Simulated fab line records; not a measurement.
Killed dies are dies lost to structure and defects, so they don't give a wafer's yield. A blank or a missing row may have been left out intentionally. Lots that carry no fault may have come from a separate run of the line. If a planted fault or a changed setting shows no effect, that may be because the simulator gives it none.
A struck lot beside a sound one || flow sky130 || 43 out of 708 route steps
Sound: these wafers, L615.1, L615.2, L615.5. The struck wafers were L627.3, L627.4, L627.5. At the end, the cause is stated.
Per side, at each step with rows, come the tool, then ch with its chambers, and then its first start. Under that, the readings that differ: sound wafers || struck wafers || difference of the means || sigmas: that difference in standard deviations of wafers without a fault.
alike: same words and numbers on both sides, and readings whose means sit less than 2 such deviations apart. not compared: any withheld reading, any reading some wafer has no value for, any bound like >300 that may hide the same value, and any number with overlapping values for which the record gives no deviation.
The two part at a step that has a row with sigmas, a row that says differs or no value, or rows on one side only. Numbers that don't overlap but have no deviation are shown without sigmas and don't part them. A reading that every wafer of one side lacks parts them only if that side has two wafers or more.

first, 2 steps without rows for these wafers: SKY_CONTACT_PEB_12; SKY_CONTACT_DEVELOP_13 (develop time 60 s).
SKY_CONTACT_CD_MEAS_14: target cd 170 nm.
  sound on cd_sem-01, day 32 18:54; struck on cd_sem-01, day 36 20:35
  alike: cd_nm
SKY_CONTACT_OVL_MEAS_15:
  sound on overlay-02, day 32 19:01; struck on overlay-02, day 36 20:41
  alike: CONTACT_OVL
then, 8 steps without rows for these wafers: SKY_CONTACT_ETCH_16 (etches BARC in N2/H2, stops on SiO2, time 45.9 s, target depth 60 nm); SKY_CONTACT_ETCH_17 (etches SiO2 in C4F8/O2/Ar, stops on Si3N4, target depth 340 nm); SKY_CONTACT_ETCH_18 (etches Si3N4 in CHF3/O2, stops on TiN, time 39 s, target depth 75 nm); SKY_CONTACT_STRIP_19 (strips in O2/N2); SKY_CONTACT_STRIP_20 (strips in post etch residue remover, time 1200 s); SKY_CONTACT_CLEAN_21 (cleans in IPA, time 180 s); SKY_CONTACT_CLEAN_22 (cleans in O3/DIW); SKY_CONTACT_SPUTTER_23 (material TiN, target thk 20 nm, time 80 s).
SKY_CONTACT_CVD_24: deposits W, target thk 340 nm, time 102.12 s.
  sound on cvd_w-02 ch 0,1, day 32 19:51; struck on cvd_w-01 ch 0,1, day 36 21:32
  alike: heater_power_w, susceptor_temp_C
SKY_CONTACT_RS_MEAS_25: uses a four-point probe to measure.
  sound on film_metro-03, day 32 19:58; struck on film_metro-04, day 36 21:39
  alike: CONTACT_W_RS
SKY_CONTACT_THK_MEAS_26: measures by xrf.
  sound on film_metro-03, day 32 20:05; struck on film_metro-04, day 36 21:45
  alike: CONTACT_W_THK
then, 3 steps without rows for these wafers: SKY_CONTACT_CMP_27 (polishes, stops on SiO2, t overpolish 15 s, target thk 0 nm); SKY_METAL1_SPUTTER_00 (material Ti, target thk 15 nm, time 10 s); SKY_METAL1_SPUTTER_01 (material TiN, target thk 20 nm, time 16.7 s).
SKY_METAL1_SPUTTER_02: material AlCu, target thk 250 nm, time 13.3 s.
  sound on pvd_sputter-03, day 32 20:29; struck on pvd_sputter-03, day 36 22:08
  alike: throttle_valve_pct
SKY_METAL1_SPUTTER_03: material Ti, target thk 5 nm, time 3.3 s.
  sound on pvd_sputter-03, day 32 20:31; struck on pvd_sputter-03, day 36 22:10
  alike: throttle_valve_pct
SKY_METAL1_SPUTTER_04: material TiN, target thk 70 nm, time 58.3 s.
  sound on pvd_sputter-03, day 32 20:32; struck on pvd_sputter-03, day 36 22:11
  alike: throttle_valve_pct
SKY_METAL1_RS_MEAS_05: uses a four-point probe to measure.
  sound on film_metro-01, day 32 20:35; struck on film_metro-02, day 36 22:16
  alike: METAL1_ALCU_RS
SKY_METAL1_THK_MEAS_06: measures by xrf.
  sound on film_metro-01, day 32 20:42; struck on film_metro-02, day 36 22:22
  alike: METAL1_ALCU_THK
then, 8 steps without rows for these wafers: SKY_METAL1_DEHYDRATE_07 (time 60 s); SKY_METAL1_HMDS_08 (prime time 60 s); SKY_METAL1_COAT_09 (resist thk 60 nm); SKY_METAL1_COAT_10 (resist thk 450 nm); SKY_METAL1_SOFTBAKE_11 (time 90 s); SKY_METAL1_EXPOSE_12 (exposes mask MM1, target cd 140 nm); SKY_METAL1_PEB_13; SKY_METAL1_DEVELOP_14 (develop time 60 s).
SKY_METAL1_CD_MEAS_15: target cd 140 nm.
  sound on cd_sem-02, day 33 23:09; struck on cd_sem-02, day 38 00:31
  alike: cd_nm
SKY_METAL1_OVL_MEAS_16:
  sound on overlay-02, day 33 23:16; struck on overlay-01, day 38 00:37
  alike: METAL1_OVL
SKY_METAL1_DESCUM_17: chemistry O2, time 8 s.
  sound on rie_metal-02 ch 0,1, day 33 23:18; struck on rie_metal-03 ch 0, day 38 00:40
{"reading": "oes_product_au (a.u.)", "sound": "1.017 1.016 1.014", "struck": "0.988 0.993 0.986", "difference": -0.027, "sigmas": -3}
  alike: drypump_motor_current_A
  not compared: rf_hours_counter_h
then, 1 step without rows for these wafers: SKY_METAL1_ETCH_18 (etches BARC in N2/H2, stops on SiO2, time 45.9 s, target depth 60 nm).
SKY_METAL1_METAL_ETCH_19: etches the open film in Cl2/BCl3, stops on SiO2, target depth 360 nm, time 78 s.
  sound on rie_metal-02 ch 0,1, day 33 23:24; struck on rie_metal-03 ch 0, day 38 00:53
  alike: drypump_motor_current_A, oes_product_au, throttle_valve_pct
  not compared: rf_hours_counter_h
then, 5 steps without rows for these wafers: SKY_METAL1_STRIP_20 (strips in O2/N2); SKY_METAL1_STRIP_21 (strips in post etch residue remover, time 1200 s); SKY_METAL1_CLEAN_22 (cleans in IPA, time 180 s); SKY_METAL1_CLEAN_23 (cleans in O3/DIW); SKY_VIA1_HDPCVD_00 (deposits SiO2, target thk 1030 nm, time 171.7 s).
SKY_VIA1_THK_MEAS_01:
  sound on film_metro-03, day 34 00:11; struck on film_metro-01, day 38 01:53
  alike: VIA1_HDPCVD_THK
-- the record jumps here: 12 days lie between the struck wafers' starts before and after (it left off in module VIA1 and takes up again in module PAD_OPEN, whose first step shown is number 708 of the route) --
SKY_PAD_OPEN_PROBE_99:
  sound on prober-01, day 46 15:48; struck on prober-01, day 49 17:19
{"reading": "killed_at_contacts", "sound": "23 17 26", "struck": "31 61 56", "difference": "+27", "sigmas": "+5"}
{"reading": "killed_dies", "sound": "74 74 88", "struck": "92 139 114", "difference": "+36", "sigmas": "+4"}
  alike: killed_at_M0_to_M3, killed_at_M4_up, killed_at_front_end, killed_at_other, killed_open, killed_short

## WHERE THEY PART
First at SKY_METAL1_DESCUM_17; last, within this record, at SKY_PAD_OPEN_PROBE_99.

WHY: what the simulator had put in
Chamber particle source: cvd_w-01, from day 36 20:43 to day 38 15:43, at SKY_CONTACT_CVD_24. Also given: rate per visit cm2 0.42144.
